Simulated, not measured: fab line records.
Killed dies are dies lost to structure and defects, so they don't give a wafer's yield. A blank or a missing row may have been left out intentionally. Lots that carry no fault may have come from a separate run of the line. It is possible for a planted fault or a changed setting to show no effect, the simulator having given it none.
fab line records	flow sky130
record: lots: 7	wafers: 20	lastDay: 50
route steps=708 shown VIA1@467 METAL2@483 PAD_OPEN@708
lots untouched by any fault: they come from a run of this same line in which no faults occurred
startH: hours from the record's first day to the start of the lot's first wafer shown	waitH: hours elapsed since this lot's preceding step	" unchanged from the row above	L1.1+2: one row covering several wafers at once	- no value present, or no start provided	* or withheld: withheld	< > ~ a bound
route shown NAME@n: NAME is a module with steps in the file, n the number in the route of the first one	usual: mean/standard deviation taken from wafers without a fault	same: alike in all rows	chamber/n: place in a boat	sites: the reading at each site	_std_site: how widely they spread, as a standard deviation	_edge_site: mean of outer sites minus mean of inner sites	radiusMm: how far each site lies from the wafer's centre	mask NAME#n: copy n	behind: tool/chamber where the wafer was last shaped	hold: the reason the lot was held/the length of the hold in hours/how it ended	device: which transistor (n, p or np) failed to switch	end of line: the same wafers' tests at the end of the route	a step given without rows: its recipe and nothing more	killed: count of dies lost to structure and defects at first sort (not the wafer's yield)	map: per-die view of a wafer (x killed, . not killed, _ where there is no die)
set.NAME: the setting that was run; set.NAME@STEP: the one run at that earlier step	model.NAME: the simulator's own value behind a step, which no gauge read
lots at some steps of the route; a table a step, a row a wafer
services: a tool's chamber out of use, with start hour (startH, from the record's first day; less than 0 if before it), hours out, and reason
== steps ==
step: SKY_VIA1_EXPOSE_09
recipe: maskId: VIM	na: 0.8	sourceShape: annular	sigmaInner: 0.55	sigmaOuter: 0.85	targetCdNm: 150	doseMj: 38
step: SKY_VIA1_PEB_10
recipe: pebTempC: withheld	pebTimeS: withheld	resist: KrF-thick
step: SKY_VIA1_DEVELOP_11
recipe: developTimeS: 60	resist: KrF-thick	devTempC: 21
step: SKY_VIA1_CD_MEAS_12
recipe: targetCdNm: 150
usual: cdNm: 150.5/2
lot.wafer	tool	chamber	startH	waitH	cdNm
L431.1	cdSem-01	-	842.68	-	152.4
L431.2	"	-	"	"	153.0
L431.5	"	-	"	"	152.7
L433.1	cdSem-01	-	843.63	-	150.8
L433.5	"	-	"	"	150.6
L433.6	"	-	"	"	150.1
L436.1	cdSem-02	-	846.43	-	146.8
L436.3	"	-	"	"	148.2
L436.4	"	-	"	"	147.8
L434.1	cdSem-01	-	848.18	-	151.7
L434.2	"	-	"	"	151.2
L434.5	"	-	"	"	152.2
L438.1	cdSem-02	-	858.78	-	150.9
L438.6	"	-	"	"	150.4
L447.2	cdSem-01	-	930.65	-	150.7
L447.3	"	-	"	"	152.6
L447.5	"	-	"	"	150.1
L452.4	cdSem-01	-	958.98	-	153.5
L452.5	"	-	"	"	150.7
L452.6	"	-	"	"	151.6
step: SKY_VIA1_OVL_MEAS_13
usual: VIA1_OVL: 1/6.3
lot.wafer	tool	chamber	startH	waitH	VIA1_OVL[nm]
L431.1	overlay-02	-	842.80	0.1	2
L431.2	"	-	"	"	7
L431.5	"	-	"	"	4
L433.1	overlay-01	-	843.75	0.1	3
L433.5	"	-	"	"	3
L433.6	"	-	"	"	5
L436.1	overlay-02	-	846.55	0.1	-7
L436.3	"	-	"	"	-11
L436.4	"	-	"	"	-9
L434.1	overlay-02	-	848.30	0.1	-6
L434.2	"	-	"	"	3
L434.5	"	-	"	"	-3
L438.1	overlay-01	-	858.90	0.1	13
L438.6	"	-	"	"	6
L447.2	overlay-01	-	930.76	0.1	7
L447.3	"	-	"	"	12
L447.5	"	-	"	"	11
L452.4	overlay-02	-	959.06	0.1	-2
L452.5	"	-	"	"	4
L452.6	"	-	"	"	2
step: SKY_VIA1_ETCH_14
recipe: chemistry: N2/H2	target: BARC	ionEnergyEv: 200	sourceW: 500	biasW: 100	pressureMtorr: 30	n2FlowSccm: 100	h2FlowSccm: 200	stopOn: SiO2	timeS: 45.9	targetDepthA: 600
usual: drypumpMotorCurrentA: 5.7/0.3	n2FlowSccm: 100.01/0.3	oesProductAu: 0.855/0.0042	throttleValvePct: 13.225/0.0085
lot.wafer	tool	chamber	startH	waitH	drypumpMotorCurrentA	n2FlowSccm	oesProductAu	rfHoursCounterH	throttleValvePct
L431.1	rieDiel-02	3	842.84	0.0	5.3	100.31	0.858	13	13.241
L431.2	"	2	"	"	5.7	100.17	0.857	13	13.231
L431.5	"	1	"	"	5.4	100.26	0.852	-	13.236
L433.1	rieDiel-01	2	843.79	0.0	5.2	99.84	0.858	0	13.224
L433.5	"	1	"	"	5.8	99.66	0.854	-	13.226
L433.6	"	2	"	"	5.3	99.76	0.862	-	13.215
L436.1	rieDiel-02	2	846.59	0.0	5.7	99.65	0.847	14	13.218
L436.3	"	3	"	"	5.3	99.94	0.858	13	13.219
L436.4	"	3	"	"	5.3	99.48	0.855	-	13.224
L434.1	rieDiel-02	2	848.34	0.0	5.8	100.14	0.853	14	13.235
L434.2	"	1	"	"	5.4	100.00	0.854	6	13.228
L434.5	"	2	"	"	5.8	100.11	0.849	-	13.236
L438.1	rieDiel-02	0	858.94	0.0	5.6	99.96	0.855	23	13.239
L438.6	"	0	"	"	5.7	99.68	0.861	-	13.237
L447.2	rieDiel-01	2	930.79	0.0	5.3	100.81	0.852	4	13.213
L447.3	"	3	"	"	6.4	99.79	0.861	18	13.221
L447.5	"	0	"	"	5.8	100.18	0.854	-	13.234
L452.4	rieDiel-02	0	959.08	0.0	5.7	99.80	0.856	25	13.228
L452.5	"	3	"	"	5.3	99.52	0.855	-	13.238
L452.6	"	0	"	"	5.7	100.09	0.849	-	13.217
step: SKY_VIA1_ETCH_15
recipe: target: SiO2	chemistry: C4F8/O2/Ar	targetDepthNm: 351	stopOn: TiN	maskMaterial: KrF-thick	sourceW: 1500	biasW: 1200	pressureMtorr: 40	c4f8FlowSccm: withheld	O2_flow_sccm: 6	Ar_flow_sccm: 300	timeS: 54
usual: oesProductAu: 0.982/0.0063
lot.wafer	tool	chamber	startH	waitH	oesProductAu	rfHoursCounterH
L431.1	rieDiel-02	3	842.88	0.0	0.977	13
L431.2	"	2	"	"	0.990	13
L431.5	"	1	"	"	0.984	-
L433.1	rieDiel-01	2	843.83	0.0	0.978	0
L433.5	"	1	"	"	0.984	-
L433.6	"	2	"	"	0.972	-
L436.1	rieDiel-02	2	846.63	0.0	0.984	14
L436.3	"	3	"	"	0.986	13
L436.4	"	3	"	"	0.984	-
L434.1	rieDiel-02	2	848.38	0.0	0.984	14
L434.2	"	1	"	"	0.992	6
L434.5	"	2	"	"	0.974	-
L438.1	rieDiel-02	0	858.98	0.0	0.995	23
L438.6	"	0	"	"	0.985	-
L447.2	rieDiel-01	2	930.83	0.0	0.978	4
L447.3	"	3	"	"	0.976	18
L447.5	"	0	"	"	0.979	-
L452.4	rieDiel-02	0	959.12	0.0	0.991	25
L452.5	"	3	"	"	0.993	-
L452.6	"	0	"	"	0.986	-
step: SKY_VIA1_STRIP_16
recipe: chemistry: O2/N2	powerW: 1400	pressureMtorr: 1500	platenTempC: withheld	o2FlowSccm: 3000	n2FlowSccm: 300	overashFraction: 0.5
usual: drypumpMotorCurrentA: 5.8/0.45	n2FlowSccm: 299.9/0.88	o2FlowSccm: 2999/9.4	oesProductAu: 0.415/0.0045	stripTimeToEndpointS: 4.462/0.021
lot.wafer	tool	chamber	startH	waitH	drypumpMotorCurrentA	n2FlowSccm	o2FlowSccm	oesProductAu	rfHoursCounterH	stripTimeToEndpointS
L431.1	plasmaAsher-02	0	842.93	0.0	5.1	300.1	2986	0.420	68	4.495
L431.2	"	1	"	"	5.8	300.7	3000	0.416	68	4.484
L431.5	"	1	"	"	5.8	299.9	2991	0.406	-	4.472
L433.1	plasmaAsher-04	1	843.88	0.0	5.4	300.7	2987	0.419	103	4.516
L433.5	"	0	"	"	6.4	298.1	2989	0.411	-	4.467
L433.6	"	1	"	"	5.4	299.4	2996	0.415	-	4.497
L436.1	plasmaAsher-03	0	846.68	0.0	5.6	299.1	2986	0.423	11	4.448
L436.3	"	1	"	"	5.8	299.7	2987	0.409	-	4.452
L436.4	"	0	"	"	5.6	300.6	3002	0.418	-	4.474
L434.1	plasmaAsher-04	1	848.43	0.0	5.5	300.2	3003	0.412	103	4.476
L434.2	"	0	"	"	6.4	298.5	3002	0.417	103	4.484
L434.5	"	0	"	"	6.4	300.1	3001	0.413	-	4.468
L438.1	plasmaAsher-04	1	859.03	0.0	5.5	299.2	3001	0.415	105	4.429
L438.6	"	1	"	"	5.4	301.7	3006	0.411	-	4.438
L447.2	plasmaAsher-04	1	930.88	0.0	5.5	300.5	3015	0.411	112	4.476
L447.3	"	0	"	"	6.4	298.6	2988	0.408	-	4.463
L447.5	"	1	"	"	5.5	299.3	3004	0.418	-	4.455
L452.4	plasmaAsher-02	0	959.20	0.1	5.1	299.7	3008	0.414	-	4.435
L452.5	"	1	"	"	5.8	298.8	3010	0.416	-	4.451
L452.6	"	0	"	"	5.1	300.0	2999	0.412	-	4.411
step: SKY_VIA1_STRIP_17
recipe: chemistry: postEtchResidueRemover	timeS: 1200	tempC: 72.5
step: SKY_VIA1_CLEAN_18
recipe: chemistry: IPA	timeS: 180	tempC: 25
step: SKY_VIA1_CLEAN_19
recipe: chemistry: O3/DIW	dry: n2Spin
step: SKY_VIA1_SPUTTER_20
recipe: material: TiN	targetThkNm: 20	chamberPressurePa: 5	powerW: 4000	timeS: 80
usual: throttleValvePct: 29.6/1
lot.wafer	tool	chamber	startH	waitH	throttleValvePct
L431.1	pvdSputter-02	-	843.52	0.0	28.9
L431.2	"	-	"	"	29.7
L431.5	"	-	"	"	29.1
L433.1	pvdSputter-03	-	844.47	0.0	30.4
L433.5	"	-	"	"	30.7
L433.6	"	-	"	"	28.3
L436.1	pvdSputter-01	-	847.27	0.0	29.4
L436.3	"	-	"	"	30.4
L436.4	"	-	"	"	29.7
L434.1	pvdSputter-01	-	849.02	0.0	29.8
L434.2	"	-	"	"	29.8
L434.5	"	-	"	"	29.6
L438.1	pvdSputter-03	-	859.62	0.0	28.0
L438.6	"	-	"	"	30.5
L447.2	pvdSputter-03	-	931.48	0.0	27.8
L447.3	"	-	"	"	30.8
L447.5	"	-	"	"	28.8
L452.4	pvdSputter-02	-	959.80	0.0	31.2
L452.5	"	-	"	"	29.8
L452.6	"	-	"	"	28.8
step: SKY_VIA1_CVD_21
recipe: material: W	targetThkNm: 270	timeS: 80.902	tempC: 400	pressureTorr: 40
usual: heaterPowerOuterW: 505/55	heaterPowerW: 845/89
lot.wafer	tool	chamber	startH	waitH	heaterPowerOuterW	heaterPowerW	model.W_of_VIA1_CVD_21.thkNm
L431.1	cvdW-02	0	843.58	0.0	527	922	266.7
L431.2	"	1	"	"	478	771	264.2
L431.5	"	1	"	"	481	751	263.9
L433.1	cvdW-01	1	844.53	0.0	408	757	271
L433.5	"	1	"	"	421	728	270.7
L433.6	"	0	"	"	599	970	269.4
L436.1	cvdW-02	1	847.33	0.0	472	743	195.2
L436.3	"	1	"	"	474	758	198
L436.4	"	0	"	"	535	927	269.3
L434.1	cvdW-02	1	849.08	0.0	471	777	192.6
L434.2	"	0	"	"	537	919	264.2
L434.5	"	0	"	"	519	910	266.6
L438.1	cvdW-02	1	859.68	0.0	474	751	197.1
L438.6	"	1	"	"	469	773	268.2
L447.2	cvdW-02	0	931.54	0.0	534	908	271
L447.3	"	1	"	"	482	745	271.1
L447.5	"	1	"	"	478	762	269
L452.4	cvdW-01	1	959.86	0.0	411	736	269.9
L452.5	"	0	"	"	588	909	268.7
L452.6	"	1	"	"	398	732	271.8
step: SKY_VIA1_RS_MEAS_22
recipe: thkMeasGauge: four-point-probe	reads: W_of_VIA1_CVD_21+TiN_of_VIA1_SPUTTER_20
usual: VIA1_W_RS: 0.426/0.0066
lot.wafer	tool	chamber	startH	waitH	VIA1_W_RS[ohm/sq]
L431.1	filmMetro-03	-	843.67	0.1	0.432
L431.2	"	-	"	"	0.436
L431.5	"	-	"	"	0.436
L433.1	filmMetro-02	-	844.62	0.1	0.426
L433.5	"	-	"	"	0.425
L433.6	"	-	"	"	0.428
L436.1	filmMetro-02	-	847.42	0.1	0.594
L436.3	"	-	"	"	0.586
L436.4	"	-	"	"	0.428
L434.1	filmMetro-01	-	849.17	0.1	0.602
L434.2	"	-	"	"	0.437
L434.5	"	-	"	"	0.433
L438.1	filmMetro-02	-	859.77	0.1	0.588
L438.6	"	-	"	"	0.429
L447.2	filmMetro-01	-	931.66	0.1	0.425
L447.3	"	-	"	"	0.426
L447.5	"	-	"	"	0.430
L452.4	filmMetro-03	-	960.06	0.2	0.427
L452.5	"	-	"	"	0.429
L452.6	"	-	"	"	0.424
step: SKY_VIA1_THK_MEAS_23
recipe: thkMeasGauge: xrf	reads: W_of_VIA1_CVD_21
usual: VIA1_W_THK: 265/4.7
lot.wafer	tool	chamber	startH	waitH	VIA1_W_THK[nm]
L431.1	filmMetro-03	-	843.79	0.1	255
L431.2	"	-	"	"	254
L431.5	"	-	"	"	252
L433.1	filmMetro-02	-	844.74	0.1	265
L433.5	"	-	"	"	265
L433.6	"	-	"	"	263
L436.1	filmMetro-02	-	847.54	0.1	192
L436.3	"	-	"	"	195
L436.4	"	-	"	"	265
L434.1	filmMetro-01	-	849.29	0.1	190
L434.2	"	-	"	"	259
L434.5	"	-	"	"	263
L438.1	filmMetro-02	-	859.89	0.1	193
L438.6	"	-	"	"	262
L447.2	filmMetro-01	-	931.77	0.1	266
L447.3	"	-	"	"	267
L447.5	"	-	"	"	264
L452.4	filmMetro-03	-	960.15	0.1	261
L452.5	"	-	"	"	262
L452.6	"	-	"	"	264
step: SKY_VIA1_CMP_24
recipe: stopOn: SiO2	tOverpolishS: 15	downForcePsi: 3.5	platenRpm: 60	targetThkNm: 0	padVelocityMS: 0.94248
usual: edgeZonePressureFrac: 1.000/0.0053	motorCurrentA: 11.7/1.4	timeToEndpointS: 65/3.2
lot.wafer	tool	chamber	startH	waitH	edgeZonePressureFrac	motorCurrentA	timeToEndpointS
L431.2	cmp-02	2	843.85	0.0	0.999	11.0	67
L431.1	"	3	"	"	1.003	10.2	67
L431.5	"	3	"	"	0.999	10.1	69
L433.1	cmp-01	0	844.90	0.1	1.008	10.5	65
L433.5	"	2	"	"	1.005	12.6	68
L433.6	"	3	"	"	0.998	13.7	69
L436.4	cmp-01	0	847.60	0.0	0.992	10.5	69
L436.3	"	2	"	"	1.001	12.5	50
L436.1	"	3	"	"	0.996	13.6	48
L434.2	cmp-01	1	849.35	0.0	1.000	13.1	65
L434.1	"	3	"	"	1.001	13.5	50
L434.5	"	1	"	"	0.995	13.0	67
L438.1	cmp-02	3	859.95	0.1	0.996	10.2	46
L438.6	"	3	"	"	0.989	10.1	61
L447.3	cmp-02	1	931.82	0.0	1.007	11.5	62
L447.2	"	2	"	"	1.001	10.5	65
L447.5	"	1	"	"	1.002	11.3	65
L452.4	cmp-01	3	960.23	0.1	1.004	13.0	65
L452.5	"	2	"	"	1.004	12.3	66
L452.6	"	3	"	"	1.010	13.5	68
step: SKY_METAL2_SPUTTER_00
recipe: material: Ti	targetThkNm: 15	powerW: 3000	timeS: 10	chamberPressurePa: 0.4
usual: throttleValvePct: 30.1/0.92
lot.wafer	tool	chamber	startH	waitH	throttleValvePct
L431.1	pvdSputter-01	-	844.15	0.2	30.2
L431.2	"	-	"	"	29.5
L431.5	"	-	"	"	28.0
L433.1	pvdSputter-04	-	845.10	0.1	30.3
L433.5	"	-	"	"	29.9
L433.6	"	-	"	"	30.8
L436.1	pvdSputter-02	-	847.90	0.1	28.8
L436.3	"	-	"	"	29.9
L436.4	"	-	"	"	31.4
L434.1	pvdSputter-02	-	849.65	0.1	28.8
L434.2	"	-	"	"	30.4
L434.5	"	-	"	"	29.9
L438.1	pvdSputter-01	-	860.25	0.2	30.5
L438.6	"	-	"	"	29.9
L447.2	pvdSputter-01	-	932.12	0.2	30.3
L447.3	"	-	"	"	28.4
L447.5	"	-	"	"	29.4
L452.4	pvdSputter-01	-	960.48	0.2	30.0
L452.5	"	-	"	"	30.1
L452.6	"	-	"	"	29.7
step: SKY_PAD_OPEN_PROBE_99
usual: defectLimitedYield: 82.6/1.8	killed_at_M0_to_M3: 43/7	killed_at_M4_up: 3.4/1.9	killedAtContacts: 24/5.4	killedAtFrontEnd: 15/4.4	killedAtOther: 0.4/0.63	killedDies: 86/9.1	killedOpen: 46/6.6	killedShort: 39/6.6	sort_bin_3_pad_short: 0.9/0.46	sort_bin_5_function: 10.3/1.4	sort_bin_6_memory: 6.2/1.1	sortNPass: 406/9.1	sortYieldPct: 82.6/1.8
same: grossDies: 492	killedAtBackSide: 0	sort_bin_4_leakage[%]: 0	sort_bin_8_speed[%]: 0
lot.wafer	tool	chamber	startH	waitH	defectLimitedYield[%]	killed_at_M0_to_M3	killed_at_M4_up	killedAtContacts	killedAtFrontEnd	killedAtOther	killedDies	killedOpen	killedShort	sort_bin_3_pad_short[%]	sort_bin_5_function[%]	sort_bin_6_memory[%]	sortNPass	sortYieldPct[%]
L436.1	prober-01	-	1119.47	0.1	84.6	33	1	30	12	0	76	40	36	0.6	8.9	5.9	416	84.6
L436.3	prober-01	-	1119.57	0.2	81.1	46	4	28	15	0	93	56	37	1.0	10.4	7.5	399	81.1
L436.4	prober-01	-	1119.62	0.2	85.4	32	2	23	15	0	72	41	31	0	8.9	5.7	420	85.4
L434.1	prober-02	-	1121.14	0.1	80.1	58	1	25	14	0	98	49	49	1.2	11.6	7.1	394	80.1
L434.2	prober-02	-	1121.19	0.1	82.7	43	4	29	8	1	85	44	41	1.4	9.3	6.5	407	82.7
L434.5	prober-02	-	1121.34	0.2	83.9	48	1	18	11	1	79	48	31	0.6	8.5	6.9	413	83.9
L438.1	prober-01	-	1129.08	0.1	83.3	37	3	16	25	1	82	44	36	0.6	11.2	4.9	410	83.3
L447.2	prober-02	-	1181.50	0.1	80.3	57	1	24	14	1	97	46	50	1.0	10.2	8.5	395	80.3
L447.3	prober-02	-	1181.55	0.2	81.1	52	5	25	11	0	93	50	43	1.6	10.2	7.1	399	81.1
L447.5	prober-02	-	1181.65	0.2	79.9	51	3	29	15	1	99	45	53	1.8	12.2	6.1	393	79.9
killed by level:class
L436.1 CONTACT:geometricParticle:short=10 VIA1:geometricParticle:open=9 LI_CONTACT:geometricParticle:open=7 CONTACT:geometricParticle:open=6 VIA2:geometricParticle:open=6 POLY_GATE:geometricParticle:short=5 VIA3:geometricParticle:open=5 VIA3:geometricParticle:short=4
L436.3 CONTACT:geometricParticle:open=11 VIA3:geometricParticle:open=8 LI_CONTACT:geometricParticle:open=8 METAL2:geometricParticle:short=8 VIA2:geometricParticle:open=8 VIA1:geometricParticle:open=8 FIELD_ISO:geometricParticle:short=5 METAL1:geometricParticle:short=5
L436.4 CONTACT:geometricParticle:open=11 METAL2:geometricParticle:short=7 VIA3:geometricParticle:open=6 VIA1:geometricParticle:open=5 VIA1:geometricParticle:short=5 POLY_GATE:geometricParticle:open=4 LI_CONTACT:geometricParticle:open=4 METAL1:geometricParticle:short=4
L434.1 VIA1:geometricParticle:open=13 VIA3:geometricParticle:open=10 LOCAL_INTERCONNECT:geometricParticle:short=8 CONTACT:geometricParticle:open=6 METAL1:geometricParticle:short=6 METAL2:geometricParticle:short=6 VIA2:geometricParticle:open=6 VIA1:geometricParticle:short=5
L434.2 CONTACT:geometricParticle:open=19 VIA1:geometricParticle:open=8 METAL3:geometricParticle:short=6 METAL1:geometricParticle:short=5 LI_CONTACT:geometricParticle:open=5 VIA1:geometricParticle:short=5 METAL2:geometricParticle:short=5 FIELD_ISO:geometricParticle:short=4
L434.5 VIA1:geometricParticle:open=15 VIA3:geometricParticle:open=9 VIA2:geometricParticle:open=6 LOCAL_INTERCONNECT:geometricParticle:short=5 METAL3:geometricParticle:short=5 FIELD_ISO:geometricParticle:open=4 LI_CONTACT:geometricParticle:open=4 CONTACT:geometricParticle:open=4
L438.1 VIA3:geometricParticle:open=10 FIELD_ISO:geometricParticle:short=9 VIA1:geometricParticle:open=7 CONTACT:geometricParticle:open=7 FIELD_ISO:geometricParticle:open=5 POLY_GATE:geometricParticle:short=5 VIA2:geometricParticle:open=5 VIA3:geometricParticle:short=5
L447.2 VIA1:geometricParticle:open=11 VIA1:geometricParticle:short=9 VIA3:geometricParticle:open=8 CONTACT:geometricParticle:open=8 METAL1:geometricParticle:short=8 CONTACT:geometricParticle:short=7 VIA2:geometricParticle:open=6 POLY_GATE:geometricParticle:short=5
L447.3 VIA3:geometricParticle:open=10 VIA1:geometricParticle:open=9 VIA2:geometricParticle:open=9 LI_CONTACT:geometricParticle:open=8 CONTACT:geometricParticle:short=7 METAL2:geometricParticle:short=7 CONTACT:geometricParticle:open=6 METAL1:geometricParticle:short=4
L447.5 METAL2:geometricParticle:short=13 LI_CONTACT:geometricParticle:open=8 CONTACT:geometricParticle:short=7 VIA1:geometricParticle:open=7 VIA2:geometricParticle:open=6 LI_CONTACT:geometricParticle:short=5 CONTACT:geometricParticle:open=5 VIA3:geometricParticle:open=5
== services ==
tool	chamber	startH	hours	kind
cvdW-01	-	822.85	1.1	repair
cmp-01	-	834.26	2.6	repair
rieDiel-02	0	840.91	13.5	repair
plasmaAsher-03	-	849.81	5.9	repair
pvdSputter-02	-	850.08	5.0	repair
rieDiel-01	2	861.69	7.3	repair
cmp-02	-	868.94	3.0	repair
rieDiel-02	-	869.87	0.5	repair
rieDiel-01	3	877.50	3.4	repair
rieDiel-01	0	880.94	4.4	repair
cvdW-01	-	881.53	6.9	pm
rieDiel-02	-	886.91	0.9	repair
cmp-02	-	888.41	8.2	pm
cmp-01	-	893.89	1.3	repair
rieDiel-01	1	897.41	4.1	repair
cvdW-01	-	904.00	14.0	pm
rieDiel-01	0	904.63	20.5	repair
pvdSputter-01	-	911.04	14.2	repair
plasmaAsher-02	-	912.70	3.1	repair
plasmaAsher-03	-	916.36	0.9	repair
cmp-02	-	919.52	4.0	pm
cvdW-02	1	940.41	-	calibration
cvdW-01	-	944.76	14.6	pm
pvdSputter-03	-	945.81	0.8	repair
== key ==
firstSign: step: SKY_VIA1_RS_MEAS_22	reading: VIA1_W_RS	direction: up	sigmas: 25	usual: 0.426	struck: 0.592
effect: step: SKY_VIA1_THK_MEAS_23	reading: VIA1_W_THK	direction: down	sigmas: 15	usual: 265	struck: 193
effect: step: SKY_VIA1_CMP_24	reading: timeToEndpointS	direction: down	sigmas: 5.3	usual: *	struck: *
modelEffect: step: SKY_VIA1_CVD_21	value: W_of_VIA1_CVD_21.thkNm	without: 266.8	struck: 195.7
metAt SKY_VIA1_CVD_21
struckWafers L434.1,L436.1,L436.3,L438.1
onsetBetween 843.58 847.33
fault: kind: processParameterDrift	tool: cvdW-02	chamber: -	onsetH: 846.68	steps: SKY_VIA1_CVD_21	channel: targetThkNm	offset: -71.573	shape: step	endH: 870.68	scope: struckWafersOnly	actsIn: theseRecipesOnly	stated: 270
